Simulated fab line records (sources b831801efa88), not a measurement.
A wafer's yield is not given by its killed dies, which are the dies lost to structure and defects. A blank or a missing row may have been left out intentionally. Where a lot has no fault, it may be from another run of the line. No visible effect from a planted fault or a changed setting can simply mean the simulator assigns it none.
fab line records | flow sky130 | part 1 of 2: steps 1 to 29 of 39
[record] lots = 5 | wafers = 15 | last-day = 50
route steps=708 shown METAL1@448 VIA1@458 METAL2@483
lots that met no fault: taken from a fault-free run of the same line
start-h: the number of hours between the record's first day and the start of the first shown wafer of the lot | wait-h: time in hours since the lot's previous step | " the same as in the row above | L1.1+2: several wafers, shown together as one row | - no value, or no start was given | * or withheld: withheld | < > ~ a bound
route shown NAME@n: names a module that has steps shown in the file, with the first one's number in the route | usual: mean and standard deviation over wafers with no fault | same: alike in all rows | chamber/n: place in a boat | sites: each site's reading | _std_site: standard deviation across them | _edge_site: mean of outer sites minus mean of inner sites | radius-mm: how far each site lies from the wafer's centre | mask NAME#n: copy n | behind: the tool/chamber that last shaped the wafer | hold: why the lot was held/for how many hours/how that ended | device: names the non-switching transistor (n, p or np) | end of line: tests run on the same wafers once the route is complete | a step given without rows: its recipe and nothing more | killed: dies that structure and defects cost at the first sort, which is not the same as the wafer's yield | map: shows each die of a wafer: x if killed, . if not, _ if none is there
set.NAME: setting as actually run; set.NAME@STEP: the setting as run at that earlier step | model.NAME: the simulator's own value behind a step, which no gauge read
a table for each step, a row for each wafer; lots at some steps of the route
services: from which hour (start-h, from the record's first day; less than 0 if before it) a tool's chamber was out of use, for how many hours, and why
[[steps]]
[step SKY_METAL1_DEVELOP_14]
[recipe] develop-time-s = 60 | resist = KrF-thick | dev-temp-c = 21
lot.wafer  | tool           | chamber | start-h | wait-h
L075.1+3+4 | litho-track-04 | 0       | -       | -
L077.1+4+6 | litho-track-01 | 0       | -       | -
L085.3+4+5 | litho-track-01 | 0       | -       | -
L086.1+3+4 | litho-track-02 | 0       | -       | -
L097.2+4+6 | litho-track-01 | 0       | -       | -
[step SKY_METAL1_CD_MEAS_15]
[recipe] target-cd-nm = 140
[usual] cd-nm = 139.9/1.7
lot.wafer | tool      | chamber | start-h | wait-h | cd-nm
L075.1    | cd-sem-01 | -       | 777.33  | -      | 140.7
L075.3    | "         | -       | "       | "      | 140.8
L075.4    | "         | -       | "       | "      | 138.7
L077.1    | cd-sem-01 | -       | 786.41  | -      | 137.7
L077.4    | "         | -       | "       | "      | 138.4
L077.6    | "         | -       | "       | "      | 138.6
L085.3    | cd-sem-02 | -       | 862.10  | -      | 141.4
L085.4    | "         | -       | "       | "      | 140.8
L085.5    | "         | -       | "       | "      | 141.8
L086.1    | cd-sem-01 | -       | 869.34  | -      | 139.4
L086.3    | "         | -       | "       | "      | 140.0
L086.4    | "         | -       | "       | "      | 139.0
L097.2    | cd-sem-01 | -       | 934.68  | -      | 142.2
L097.4    | "         | -       | "       | "      | 140.7
L097.6    | "         | -       | "       | "      | 140.0
[step SKY_METAL1_OVL_MEAS_16]
[usual] METAL1_OVL = 0/4.7
lot.wafer | tool       | chamber | start-h | wait-h | METAL1_OVL[nm]
L075.1    | overlay-01 | -       | 777.45  | 0.1    | -3
L075.3    | "          | -       | "       | "      | -2
L075.4    | "          | -       | "       | "      | 1
L077.1    | overlay-01 | -       | 786.53  | 0.1    | -1
L077.4    | "          | -       | "       | "      | 7
L077.6    | "          | -       | "       | "      | 3
L085.3    | overlay-01 | -       | 862.19  | 0.1    | 8
L085.4    | "          | -       | "       | "      | 3
L085.5    | "          | -       | "       | "      | 3
L086.1    | overlay-02 | -       | 869.46  | 0.1    | 0
L086.3    | "          | -       | "       | "      | 0
L086.4    | "          | -       | "       | "      | -3
L097.2    | overlay-02 | -       | 934.79  | 0.1    | 0
L097.4    | "          | -       | "       | "      | 1
L097.6    | "          | -       | "       | "      | 2
[step SKY_METAL1_DESCUM_17]
[recipe] chemistry = O2 | source-power-w = 150 | bias-power-w = 0 | pressure-mtorr = 10 | temp-c = 40 | time-s = 8
[usual] drypump-motor-current-A = 5.7/0.55 | he-backside-leak-sccm = 3.45/0.2 | oes-product-au = 0.998/0.013
lot.wafer | tool         | chamber | start-h | wait-h | drypump-motor-current-A | he-backside-leak-sccm | oes-product-au | rf-hours-counter-h
L075.1    | rie-metal-04 | 1       | 777.48  | 0.0    | 6.1                     | 3.52                  | 0.987          | 13
L075.3    | "            | 1       | "       | "      | 6.1                     | 3.50                  | 0.990          | -
L075.4    | "            | 0       | "       | "      | 5.0                     | 3.40                  | 1.006          | -
L077.1    | rie-metal-04 | 1       | 786.56  | 0.0    | 6.1                     | 3.58                  | 0.980          | 14
L077.4    | "            | 1       | "       | "      | 6.1                     | 3.47                  | 0.979          | -
L077.6    | "            | 1       | "       | "      | 6.1                     | 3.47                  | 0.979          | -
L085.3    | rie-metal-02 | 1       | 862.22  | 0.0    | 5.7                     | 3.62                  | 0.996          | -
L085.4    | "            | 0       | "       | "      | 6.4                     | 3.61                  | 1.008          | -
L085.5    | "            | 1       | "       | "      | 5.7                     | 3.65                  | 0.989          | -
L086.1    | rie-metal-02 | 0       | 869.50  | 0.0    | 6.4                     | 3.59                  | 1.016          | 15
L086.3    | "            | 0       | "       | "      | 6.4                     | 3.53                  | 1.026          | -
L086.4    | "            | 1       | "       | "      | 5.7                     | 3.45                  | 0.994          | -
L097.2    | rie-metal-01 | 0       | 934.83  | 0.0    | 5.2                     | 3.37                  | 0.998          | -
L097.4    | "            | 0       | "       | "      | 5.3                     | 3.24                  | 0.997          | -
L097.6    | "            | 0       | "       | "      | 5.2                     | 3.41                  | 0.993          | -
[step SKY_METAL1_ETCH_18]
[recipe] chemistry = N2/H2 | target = BARC | ion-energy-ev = 200 | bias-w = 100 | pressure-mtorr = 30 | n2-flow-sccm = 100 | h2-flow-sccm = 200 | icp-w = 500 | stop-on = SiO2 | time-s = 45.9 | target-depth-a = 600
[usual] drypump-motor-current-A = 5.7/0.55 | he-backside-leak-sccm = 3.43/0.22 | oes-product-au = 0.854/0.0046 | throttle-valve-pct = 13.225/0.0089
lot.wafer | tool         | chamber | start-h | wait-h | drypump-motor-current-A | he-backside-leak-sccm | oes-product-au | rf-hours-counter-h | throttle-valve-pct
L075.1    | rie-metal-04 | 1       | 777.51  | 0.0    | 6.1                     | 3.47                  | 0.849          | 13                 | 13.224
L075.3    | "            | 1       | "       | "      | 6.1                     | 3.48                  | 0.857          | -                  | 13.225
L075.4    | "            | 0       | "       | "      | 4.9                     | 3.45                  | 0.860          | -                  | 13.219
L077.1    | rie-metal-04 | 1       | 786.60  | 0.0    | 6.1                     | 3.35                  | 0.859          | 14                 | 13.238
L077.4    | "            | 1       | "       | "      | 6.1                     | 3.47                  | 0.857          | -                  | 13.232
L077.6    | "            | 1       | "       | "      | 6.1                     | 3.46                  | 0.848          | -                  | 13.218
L085.3    | rie-metal-02 | 1       | 862.27  | 0.0    | 5.7                     | 3.51                  | 0.856          | -                  | 13.230
L085.4    | "            | 0       | "       | "      | 6.4                     | 3.47                  | 0.862          | -                  | 13.220
L085.5    | "            | 1       | "       | "      | 5.7                     | 3.43                  | 0.860          | -                  | 13.221
L086.1    | rie-metal-02 | 0       | 869.53  | 0.0    | 6.4                     | 3.45                  | 0.857          | 15                 | 13.205
L086.3    | "            | 0       | "       | "      | 6.4                     | 3.56                  | 0.853          | -                  | 13.226
L086.4    | "            | 1       | "       | "      | 5.7                     | 3.49                  | 0.859          | -                  | 13.231
L097.2    | rie-metal-01 | 0       | 934.90  | 0.1    | 5.3                     | 3.34                  | 0.854          | -                  | 13.236
L097.4    | "            | 0       | "       | "      | 5.3                     | 3.27                  | 0.857          | -                  | 13.213
L097.6    | "            | 0       | "       | "      | 5.3                     | 3.19                  | 0.856          | -                  | 13.224
[step SKY_METAL1_METAL_ETCH_19]
[recipe] target-depth-a = 3600 | stop-on = SiO2 | over-etch-frac = 0.3 | time-s = 78 | chemistry = Cl2/BCl3 | resist-sidewall-deg = 88 | pressure-mtorr = 10 | icp-w = 900 | bias-w = 48.5 | Cl2_flow_sccm = 60 | bcl3-flow-sccm = 30
[usual] drypump-motor-current-A = 5.7/0.55 | he-backside-leak-sccm = 3.43/0.12 | mfc-cl2-sccm = 60.02/0.21 | oes-product-au = 0.853/0.0058 | throttle-valve-pct = 22.265/0.0098
lot.wafer | tool         | chamber | start-h | wait-h | drypump-motor-current-A | he-backside-leak-sccm | mfc-cl2-sccm | oes-product-au | rf-hours-counter-h | throttle-valve-pct
L075.1    | rie-metal-04 | 1       | 777.58  | 0.0    | 6.1                     | 3.42                  | 60.12        | 0.840          | 14                 | 22.277
L075.3    | "            | 1       | "       | "      | 6.1                     | 3.44                  | 60.11        | 0.849          | -                  | 22.262
L075.4    | "            | 0       | "       | "      | 5.0                     | 3.39                  | 59.94        | 0.858          | -                  | 22.265
L077.1    | rie-metal-04 | 1       | 786.66  | 0.0    | 6.1                     | 3.43                  | 59.89        | 0.863          | 14                 | 22.255
L077.4    | "            | 1       | "       | "      | 6.1                     | 3.53                  | 60.06        | 0.846          | -                  | 22.271
L077.6    | "            | 1       | "       | "      | 6.1                     | 3.64                  | 59.96        | 0.859          | -                  | 22.282
L085.3    | rie-metal-02 | 1       | 862.34  | 0.1    | 5.7                     | 3.46                  | 60.12        | 0.858          | -                  | 22.253
L085.4    | "            | 0       | "       | "      | 6.4                     | 3.61                  | 60.14        | 0.855          | -                  | 22.265
L085.5    | "            | 1       | "       | "      | 5.7                     | 3.56                  | 59.90        | 0.855          | -                  | 22.279
L086.1    | rie-metal-02 | 0       | 869.59  | 0.0    | 6.4                     | 3.57                  | 60.18        | 0.852          | 15                 | 22.262
L086.3    | "            | 0       | "       | "      | 6.4                     | 3.63                  | 60.31        | 0.859          | -                  | 22.273
L086.4    | "            | 1       | "       | "      | 5.7                     | 3.44                  | 60.03        | 0.856          | -                  | 22.263
L097.2    | rie-metal-01 | 0       | 935.03  | 0.1    | 5.3                     | 3.50                  | 60.30        | 0.853          | -                  | 22.269
L097.4    | "            | 0       | "       | "      | 5.3                     | 3.53                  | 59.92        | 0.847          | -                  | 22.261
L097.6    | "            | 0       | "       | "      | 5.3                     | 3.34                  | 60.13        | 0.852          | -                  | 22.252
[step SKY_METAL1_STRIP_20]
[recipe] chemistry = O2/N2 | power-w = 1400 | pressure-mtorr = 1500 | platen-temp-c = withheld | o2-flow-sccm = 3000 | n2-flow-sccm = 300 | overash-fraction = 0.5
[usual] drypump-motor-current-A = 5.6/0.43 | oes-product-au = 0.343/0.0053 | strip-time-to-endpoint-s = 2.70/0.065
lot.wafer | tool            | chamber | start-h | wait-h | drypump-motor-current-A | oes-product-au | rf-hours-counter-h | strip-time-to-endpoint-s
L075.1    | plasma-asher-03 | 1       | 777.67  | 0.1    | 5.6                     | 0.351          | 65                 | 2.77
L075.3    | "               | 0       | "       | "      | 5.9                     | 0.347          | -                  | 2.76
L075.4    | "               | 1       | "       | "      | 5.6                     | 0.339          | -                  | 2.62
L077.1    | plasma-asher-01 | 0       | 786.75  | 0.1    | 6.4                     | 0.342          | 4                  | 2.75
L077.4    | "               | 1       | "       | "      | 5.0                     | 0.344          | -                  | 2.76
L077.6    | "               | 0       | "       | "      | 6.4                     | 0.342          | -                  | 2.76
L085.3    | plasma-asher-03 | 1       | 862.43  | 0.1    | 5.6                     | 0.347          | -                  | 2.74
L085.4    | "               | 0       | "       | "      | 5.9                     | 0.338          | -                  | 2.61
L085.5    | "               | 0       | "       | "      | 5.9                     | 0.343          | -                  | 2.76
L086.1    | plasma-asher-03 | 0       | 869.68  | 0.1    | 5.9                     | 0.340          | 74                 | 2.71
L086.3    | "               | 1       | "       | "      | 5.6                     | 0.346          | -                  | 2.66
L086.4    | "               | 0       | "       | "      | 5.9                     | 0.350          | -                  | 2.80
L097.2    | plasma-asher-03 | 0       | 935.18  | 0.1    | 5.9                     | 0.343          | 80                 | 2.73
L097.4    | "               | 0       | "       | "      | 5.9                     | 0.344          | -                  | 2.73
L097.6    | "               | 1       | "       | "      | 5.6                     | 0.345          | -                  | 2.74
[step SKY_METAL1_STRIP_21]
[recipe] chemistry = post-etch-residue-remover | time-s = 1200 | temp-c = 72.5
lot.wafer  | tool         | chamber | start-h | wait-h
L075.1+3+4 | wet-bench-02 | 0       | 777.77  | 0.1
L077.1+4+6 | wet-bench-03 | 1       | 786.85  | 0.1
L085.3+4+5 | wet-bench-02 | 2       | 862.50  | 0.0
L086.1+3+4 | wet-bench-01 | 2       | 869.78  | 0.1
L097.2+4+6 | wet-bench-03 | 3       | 935.28  | 0.1
[step SKY_METAL1_CLEAN_22]
[recipe] chemistry = IPA | time-s = 180 | temp-c = 25
lot.wafer  | tool         | chamber | start-h | wait-h
L075.1+3+4 | wet-bench-03 | 1       | 778.11  | 0.0
L077.1+4+6 | wet-bench-02 | 3       | 787.19  | 0.0
L085.3+4+5 | wet-bench-02 | 1       | 862.84  | 0.0
L086.1+3+4 | wet-bench-03 | 3       | 870.13  | 0.0
L097.2+4+6 | wet-bench-02 | 2       | 935.66  | 0.0
[step SKY_METAL1_CLEAN_23]
[recipe] chemistry = O3/DIW | dry = n2-spin
lot.wafer  | tool         | chamber | start-h | wait-h
L075.1+3+4 | wet-bench-02 | 3       | 778.17  | 0.0
L077.1+4+6 | wet-bench-03 | 0       | 787.25  | 0.0
L085.3+4+5 | wet-bench-02 | 0       | 862.90  | 0.0
L086.1+3+4 | wet-bench-01 | 2       | 870.25  | 0.0
L097.2+4+6 | wet-bench-01 | 2       | 935.72  | 0.0
[step SKY_VIA1_HDPCVD_00]
[recipe] material = SiO2 | target-thk-nm = 1030 | sigma-open-frac = 0.3 | time-s = 171.7 | temp-c = 400 | sih4-flow-sccm = 60 | pressure-mtorr = 6
lot.wafer  | tool      | chamber | start-h | wait-h
L075.1+3+4 | hdpcvd-01 | 1,1,2   | 778.27  | 0.0
L077.1+4+6 | hdpcvd-02 | 0,2,1   | 787.35  | 0.0
L085.3+4+5 | hdpcvd-01 | 0,2,0   | 862.99  | 0.0
L086.1+3+4 | hdpcvd-01 | 1,2,0   | 870.35  | 0.0
L097.2+4+6 | hdpcvd-01 | 1,0,1   | 935.81  | 0.0
[step SKY_VIA1_THK_MEAS_01]
[recipe] reads = SiO2_of_VIA1_HDPCVD_00
[usual] VIA1_HDPCVD_THK = 1031/12
lot.wafer | tool          | chamber | start-h | wait-h | VIA1_HDPCVD_THK[nm]
L075.1    | film-metro-04 | -       | 778.43  | 0.1    | 1037
L075.3    | "             | -       | "       | "      | 1039
L075.4    | "             | -       | "       | "      | 1028
L077.1    | film-metro-02 | -       | 787.46  | 0.1    | 1033
L077.4    | "             | -       | "       | "      | 1043
L077.6    | "             | -       | "       | "      | 1016
L085.3    | film-metro-02 | -       | 863.13  | 0.1    | 1020
L085.4    | "             | -       | "       | "      | 1036
L085.5    | "             | -       | "       | "      | 1009
L086.1    | film-metro-02 | -       | 870.46  | 0.1    | 1031
L086.3    | "             | -       | "       | "      | 1046
L086.4    | "             | -       | "       | "      | 1042
L097.2    | film-metro-04 | -       | 935.93  | 0.1    | 1019
L097.4    | "             | -       | "       | "      | 1025
L097.6    | "             | -       | "       | "      | 1025
[step SKY_VIA1_CMP_02]
[recipe] material = SiO2 | down-force-psi = 4 | platen-rpm = 60 | pad-velocity-m-s = 0.94248
[usual] motor-current-A = 12.0/1 | platen-rpm = 60.00/0.044
lot.wafer | tool   | chamber | start-h | wait-h | motor-current-A | platen-rpm
L075.1    | cmp-01 | 2       | 778.49  | 0.1    | 14.0            | 60.06
L075.3    | "      | 3       | "       | "      | 11.2            | 60.01
L075.4    | "      | 1       | "       | "      | 11.4            | 60.09
L077.4    | cmp-01 | 2       | 787.52  | 0.0    | 14.1            | 59.95
L077.1    | "      | 1       | "       | "      | 10.9            | 60.00
L077.6    | "      | 2       | "       | "      | 13.7            | 59.99
L085.3    | cmp-01 | 2       | 863.21  | 0.1    | 14.0            | 60.01
L085.4    | "      | 1       | "       | "      | 11.7            | 59.94
L085.5    | "      | 3       | "       | "      | 10.8            | 60.03
L086.4    | cmp-01 | 1       | 870.52  | 0.0    | 11.5            | 59.99
L086.1    | "      | 2       | "       | "      | 13.8            | 60.03
L086.3    | "      | 3       | "       | "      | 11.3            | 60.00
L097.4    | cmp-01 | 3       | 935.98  | 0.0    | 10.9            | 60.07
L097.2    | "      | 0       | "       | "      | 10.6            | 60.00
L097.6    | "      | 0       | "       | "      | 11.5            | 60.00
[step SKY_VIA1_BOW_MEAS_03]
[recipe] mode = bow
[usual] VIA1_BOW = 81/7.2
lot.wafer | tool          | chamber | start-h | wait-h | VIA1_BOW[um]
L075.1    | film-metro-01 | -       | 778.79  | 0.2    | 88
L075.3    | "             | -       | "       | "      | 85
L075.4    | "             | -       | "       | "      | 85
L077.1    | film-metro-02 | -       | 787.82  | 0.1    | 82
L077.4    | "             | -       | "       | "      | 98
L077.6    | "             | -       | "       | "      | 86
L085.3    | film-metro-01 | -       | 863.55  | 0.3    | 78
L085.4    | "             | -       | "       | "      | 96
L085.5    | "             | -       | "       | "      | 78
L086.1    | film-metro-01 | -       | 870.82  | 0.2    | 72
L086.3    | "             | -       | "       | "      | 87
L086.4    | "             | -       | "       | "      | 91
L097.2    | film-metro-02 | -       | 936.30  | 0.2    | 77
L097.4    | "             | -       | "       | "      | 88
L097.6    | "             | -       | "       | "      | 84
[step SKY_VIA1_DEHYDRATE_04]
[recipe] temp-c = 200 | time-s = 60
lot.wafer  | tool           | chamber | start-h | wait-h
L075.1+3+4 | litho-track-03 | 0       | 791.23  | 12.4
L077.1+4+6 | litho-track-03 | 0       | 800.08  | 12.2
L085.3+4+5 | litho-track-04 | 0       | 875.48  | 11.9
L086.1+3+4 | litho-track-04 | 0       | 883.33  | 12.5
L097.2+4+6 | litho-track-04 | 0       | 947.55  | 11.2
[step SKY_VIA1_HMDS_05]
[recipe] prime-time-s = 60 | prime-temp-c = 120
lot.wafer  | tool           | chamber | start-h | wait-h
L075.1+3+4 | litho-track-03 | 0       | 791.38  | 0.1
L077.1+4+6 | litho-track-03 | 0       | 800.23  | 0.1
L085.3+4+5 | litho-track-04 | 0       | 875.63  | 0.1
L086.1+3+4 | litho-track-04 | 0       | 883.48  | 0.1
L097.2+4+6 | litho-track-04 | 0       | 947.70  | 0.1
[step SKY_VIA1_COAT_06]
[recipe] resist = BARC | temp-c = withheld | time-s = withheld | spin-rpm = 3000 | resist-thk-nm = 60
lot.wafer  | tool           | chamber | start-h | wait-h
L075.1+3+4 | litho-track-03 | 0       | 791.53  | 0.1
L077.1+4+6 | litho-track-03 | 0       | 800.38  | 0.1
L085.3+4+5 | litho-track-04 | 0       | 875.78  | 0.1
L086.1+3+4 | litho-track-04 | 0       | 883.63  | 0.1
L097.2+4+6 | litho-track-04 | 0       | 947.85  | 0.1
[step SKY_VIA1_COAT_07]
[recipe] resist = KrF-thick | spin-rpm = 3000 | resist-thk-nm = 450
lot.wafer  | tool           | chamber | start-h | wait-h
L075.1+3+4 | litho-track-03 | 0       | -       | -
L077.1+4+6 | litho-track-03 | 0       | -       | -
L085.3+4+5 | litho-track-04 | 0       | -       | -
L086.1+3+4 | litho-track-04 | 0       | -       | -
L097.2+4+6 | litho-track-04 | 0       | -       | -
[step SKY_VIA1_SOFTBAKE_08]
[recipe] temp-c = 100 | time-s = 90 | resist = KrF-thick
lot.wafer  | tool           | chamber | start-h | wait-h
L075.1+3+4 | litho-track-03 | 0       | -       | -
L077.1+4+6 | litho-track-03 | 0       | -       | -
L085.3+4+5 | litho-track-04 | 0       | -       | -
L086.1+3+4 | litho-track-04 | 0       | -       | -
L097.2+4+6 | litho-track-04 | 0       | -       | -
[step SKY_VIA1_EXPOSE_09]
[recipe] mask-id = VIM | na = 0.8 | source-shape = annular | sigma-inner = 0.55 | sigma-outer = 0.85 | target-cd-nm = 150 | dose-mj = 38
lot.wafer  | tool           | chamber | start-h | wait-h | mask
L075.1+3+4 | krf-scanner-02 | 0       | -       | -      | VIM#0
L077.1+4+6 | krf-scanner-02 | 0       | -       | -      | VIM#0
L085.3+4+5 | krf-scanner-01 | 0       | -       | -      | VIM#0
L086.1+3+4 | krf-scanner-01 | 0       | -       | -      | VIM#0
L097.2+4+6 | krf-scanner-02 | 0       | -       | -      | VIM#0
[step SKY_VIA1_PEB_10]
[recipe] peb-temp-c = withheld | peb-time-s = withheld | resist = KrF-thick
lot.wafer  | tool           | chamber | start-h | wait-h
L075.1+3+4 | litho-track-03 | 0       | -       | -
L077.1+4+6 | litho-track-01 | 0       | -       | -
L085.3+4+5 | litho-track-04 | 0       | -       | -
L086.1+3+4 | litho-track-04 | 0       | -       | -
L097.2+4+6 | litho-track-01 | 0       | -       | -
[step SKY_VIA1_DEVELOP_11]
[recipe] develop-time-s = 60 | resist = KrF-thick | dev-temp-c = 21
lot.wafer  | tool           | chamber | start-h | wait-h
L075.1+3+4 | litho-track-03 | 0       | -       | -
L077.1+4+6 | litho-track-01 | 0       | -       | -
L085.3+4+5 | litho-track-04 | 0       | -       | -
L086.1+3+4 | litho-track-04 | 0       | -       | -
L097.2+4+6 | litho-track-01 | 0       | -       | -
[step SKY_VIA1_CD_MEAS_12]
[recipe] target-cd-nm = 150
[usual] cd-nm = 150.0/2.1
lot.wafer | tool      | chamber | start-h | wait-h | cd-nm
L075.1    | cd-sem-02 | -       | 805.18  | -      | 154.2
L075.3    | "         | -       | "       | "      | 152.7
L075.4    | "         | -       | "       | "      | 151.8
L077.1    | cd-sem-02 | -       | 813.71  | -      | 150.5
L077.4    | "         | -       | "       | "      | 151.0
L077.6    | "         | -       | "       | "      | 149.7
L085.3    | cd-sem-01 | -       | 889.72  | -      | 153.5
L085.4    | "         | -       | "       | "      | 152.5
L085.5    | "         | -       | "       | "      | 154.4
L086.1    | cd-sem-01 | -       | 896.73  | -      | 152.4
L086.3    | "         | -       | "       | "      | 152.7
L086.4    | "         | -       | "       | "      | 151.1
L097.2    | cd-sem-02 | -       | 960.73  | -      | 146.7
L097.4    | "         | -       | "       | "      | 148.1
L097.6    | "         | -       | "       | "      | 148.2
[step SKY_VIA1_OVL_MEAS_13]
[usual] VIA1_OVL = -1/4.7
lot.wafer | tool       | chamber | start-h | wait-h | VIA1_OVL[nm]
L075.1    | overlay-01 | -       | 805.30  | 0.1    | 2
L075.3    | "          | -       | "       | "      | 3
L075.4    | "          | -       | "       | "      | 1
L077.1    | overlay-01 | -       | 813.83  | 0.1    | 1
L077.4    | "          | -       | "       | "      | -2
L077.6    | "          | -       | "       | "      | -3
L085.3    | overlay-01 | -       | 889.81  | 0.1    | 1
L085.4    | "          | -       | "       | "      | 0
L085.5    | "          | -       | "       | "      | -1
L086.1    | overlay-01 | -       | 896.85  | 0.1    | -7
L086.3    | "          | -       | "       | "      | -3
L086.4    | "          | -       | "       | "      | -10
L097.2    | overlay-01 | -       | 960.84  | 0.1    | -1
L097.4    | "          | -       | "       | "      | -3
L097.6    | "          | -       | "       | "      | 2
[step SKY_VIA1_ETCH_14]
[recipe] chemistry = N2/H2 | target = BARC | ion-energy-ev = 200 | source-w = 500 | bias-w = 100 | pressure-mtorr = 30 | n2-flow-sccm = 100 | h2-flow-sccm = 200 | stop-on = SiO2 | time-s = 45.9 | target-depth-a = 600
[usual] drypump-motor-current-A = 5.3/0.39 | oes-product-au = 0.854/0.0043 | throttle-valve-pct = 13.224/0.0095
lot.wafer | tool        | chamber | start-h | wait-h | drypump-motor-current-A | oes-product-au | rf-hours-counter-h | throttle-valve-pct
L075.1    | rie-diel-01 | 0       | 805.34  | 0.0    | 5.8                     | 0.856          | 25                 | 13.221
L075.3    | "           | 1       | "       | "      | 5.6                     | 0.859          | 24                 | 13.216
L075.4    | "           | 0       | "       | "      | 5.8                     | 0.857          | -                  | 13.230
L077.1    | rie-diel-03 | 1       | 813.86  | 0.0    | 5.1                     | 0.847          | 9                  | 13.232
L077.4    | "           | 0       | "       | "      | 5.8                     | 0.854          | -                  | 13.227
L077.6    | "           | 3       | "       | "      | 5.1                     | 0.851          | -                  | 13.215
L085.3    | rie-diel-04 | 0       | 889.83  | 0.0    | 5.4                     | 0.857          | 4                  | 13.231
L085.4    | "           | 1       | "       | "      | 5.0                     | 0.856          | -                  | 13.220
L085.5    | "           | 0       | "       | "      | 5.5                     | 0.852          | -                  | 13.222
L086.1    | rie-diel-03 | 0       | 896.88  | 0.0    | 5.8                     | 0.853          | 13                 | 13.236
L086.3    | "           | 3       | "       | "      | 5.1                     | 0.858          | 7                  | 13.228
L086.4    | "           | 1       | "       | "      | 5.1                     | 0.857          | -                  | 13.213
L097.2    | rie-diel-01 | 2       | 960.87  | 0.0    | 4.8                     | 0.864          | 4                  | 13.217
L097.4    | "           | 3       | "       | "      | 5.5                     | 0.858          | 10                 | 13.231
L097.6    | "           | 2       | "       | "      | 4.8                     | 0.851          | -                  | 13.222
[step SKY_VIA1_ETCH_15]
[recipe] target = SiO2 | chemistry = C4F8/O2/Ar | target-depth-nm = 351 | stop-on = TiN | mask-material = KrF-thick | source-w = 1500 | bias-w = 1238 | pressure-mtorr = 40 | c4f8-flow-sccm = withheld | O2_flow_sccm = 6 | Ar_flow_sccm = 300 | time-s = 54
[usual] oes-product-au = 0.983/0.0051
lot.wafer | tool        | chamber | start-h | wait-h | oes-product-au | rf-hours-counter-h
L075.1    | rie-diel-01 | 0       | 805.38  | 0.0    | 0.987          | 25
L075.3    | "           | 1       | "       | "      | 0.980          | 24
L075.4    | "           | 0       | "       | "      | 0.972          | -
L077.1    | rie-diel-03 | 1       | 813.91  | 0.0    | 0.973          | 9
L077.4    | "           | 0       | "       | "      | 0.979          | -
L077.6    | "           | 3       | "       | "      | 0.984          | -
L085.3    | rie-diel-04 | 0       | 889.88  | 0.0    | 0.983          | 4
L085.4    | "           | 1       | "       | "      | 0.984          | -
L085.5    | "           | 0       | "       | "      | 0.984          | -
L086.1    | rie-diel-03 | 0       | 896.93  | 0.0    | 0.982          | 13
L086.3    | "           | 3       | "       | "      | 0.976          | 7
L086.4    | "           | 1       | "       | "      | 0.975          | -
L097.2    | rie-diel-01 | 2       | 960.91  | 0.0    | 0.990          | 4
L097.4    | "           | 3       | "       | "      | 0.986          | 10
L097.6    | "           | 2       | "       | "      | 0.981          | -
[step SKY_VIA1_STRIP_16]
[recipe] chemistry = O2/N2 | power-w = 1400 | pressure-mtorr = 1500 | platen-temp-c = withheld | o2-flow-sccm = 3000 | n2-flow-sccm = 300 | overash-fraction = 0.5
[usual] drypump-motor-current-A = 5.7/0.41 | oes-product-au = 0.415/0.0046 | strip-time-to-endpoint-s = 4.441/0.024
lot.wafer | tool            | chamber | start-h | wait-h | drypump-motor-current-A | oes-product-au | rf-hours-counter-h | strip-time-to-endpoint-s
L075.1    | plasma-asher-03 | 0       | 805.43  | 0.0    | 5.9                     | 0.415          | 67                 | 4.455
L075.3    | "               | 0       | "       | "      | 5.9                     | 0.409          | -                  | 4.422
L075.4    | "               | 1       | "       | "      | 5.7                     | 0.409          | -                  | 4.447
L077.1    | plasma-asher-03 | 0       | 813.95  | 0.0    | 5.9                     | 0.419          | 68                 | 4.470
L077.4    | "               | 0       | "       | "      | 5.9                     | 0.413          | -                  | 4.464
L077.6    | "               | 0       | "       | "      | 5.9                     | 0.416          | -                  | 4.443
L085.3    | plasma-asher-02 | 0       | 889.96  | 0.1    | 6.3                     | 0.410          | -                  | 4.422
L085.4    | "               | 1       | "       | "      | 5.4                     | 0.417          | -                  | 4.410
L085.5    | "               | 1       | "       | "      | 5.4                     | 0.410          | -                  | 4.416
L086.1    | plasma-asher-04 | 0       | 896.97  | 0.0    | 5.9                     | 0.418          | 110                | 4.425
L086.3    | "               | 0       | "       | "      | 5.9                     | 0.418          | -                  | 4.473
L086.4    | "               | 1       | "       | "      | 4.9                     | 0.413          | -                  | 4.445
L097.2    | plasma-asher-02 | 0       | 960.95  | 0.0    | 6.3                     | 0.417          | 50                 | 4.454
L097.4    | "               | 0       | "       | "      | 6.3                     | 0.410          | -                  | 4.428
L097.6    | "               | 0       | "       | "      | 6.3                     | 0.417          | -                  | 4.426
[step SKY_VIA1_STRIP_17]
[recipe] chemistry = post-etch-residue-remover | time-s = 1200 | temp-c = 72.5
lot.wafer  | tool         | chamber | start-h | wait-h
L075.1+3+4 | wet-bench-01 | 0       | 805.53  | 0.1
L077.1+4+6 | wet-bench-03 | 1       | 814.05  | 0.1
L085.3+4+5 | wet-bench-01 | 1       | 890.02  | 0.0
L086.1+3+4 | wet-bench-04 | 1       | 897.07  | 0.1
L097.2+4+6 | wet-bench-04 | 0       | 961.05  | 0.1
[step SKY_VIA1_CLEAN_18]
[recipe] chemistry = IPA | time-s = 180 | temp-c = 25
lot.wafer  | tool         | chamber | start-h | wait-h
L075.1+3+4 | wet-bench-03 | 3       | 805.87  | 0.0
L077.1+4+6 | wet-bench-04 | 0       | 814.39  | 0.0
L085.3+4+5 | wet-bench-03 | 0       | 890.36  | 0.0
L086.1+3+4 | wet-bench-04 | 0       | 897.45  | 0.0
L097.2+4+6 | wet-bench-01 | 1       | 961.40  | 0.0
